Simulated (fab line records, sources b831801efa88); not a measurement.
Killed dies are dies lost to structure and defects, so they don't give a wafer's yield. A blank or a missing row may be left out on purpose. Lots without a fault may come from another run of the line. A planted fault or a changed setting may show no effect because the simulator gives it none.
Which tool did it? | flow gf180mcu | 11 lots, 33 wafers sampled, at 1 step of a route of 602

WHAT THE GAUGES READ, wafer by wafer
GF_V2_THK_MEAS_01.
lot  | measured     | on            | V2_CVD_00_THK (nm)
L244 | day 19 04:30 | film_metro-01 | 615 605 597
L249 | day 21 08:14 | film_metro-03 | 617 619 598
L250 | day 21 14:37 | film_metro-03 | 605 599 602
L256 | day 24 02:02 | film_metro-04 | 603 607 606
L258 | day 24 09:38 | film_metro-01 | 598 601 605
L260 | day 25 04:46 | film_metro-03 | 605 601 597
L262 | day 25 14:38 | film_metro-04 | 608 600 603
L263 | day 25 21:54 | film_metro-03 | 600 613 608
L264 | day 26 08:53 | film_metro-03 | 594 585 597
L265 | day 26 17:13 | film_metro-04 | 600 603 605
L266 | day 26 21:34 | film_metro-04 | 610 620 617

WHICH TOOL RAN EACH LOT (tool, then ch and the chambers of the sampled wafers, then the start)
The record holds no process step before these readings.

THE ANSWER, worked out from the rows above alone
Rule: what is usual is taken from the lots themselves. Put in order of their means at a reading, lots are off if they are a third of the lots or fewer, leave a main group of 4 or more, and stand apart from it by a gap of 3 or more times the standard deviation of the main group's means; of several such gaps the widest counts. A main group whose means are all the same, to the digits that the tables above print for the reading, isn't used. A lot without any number at a reading at which 4 lots or more have one is off too. The other lots that the step has rows for count as sound.
No lot is off at any reading shown: from this, nothing can be told.

WHAT THE SIMULATOR HAD PUT IN
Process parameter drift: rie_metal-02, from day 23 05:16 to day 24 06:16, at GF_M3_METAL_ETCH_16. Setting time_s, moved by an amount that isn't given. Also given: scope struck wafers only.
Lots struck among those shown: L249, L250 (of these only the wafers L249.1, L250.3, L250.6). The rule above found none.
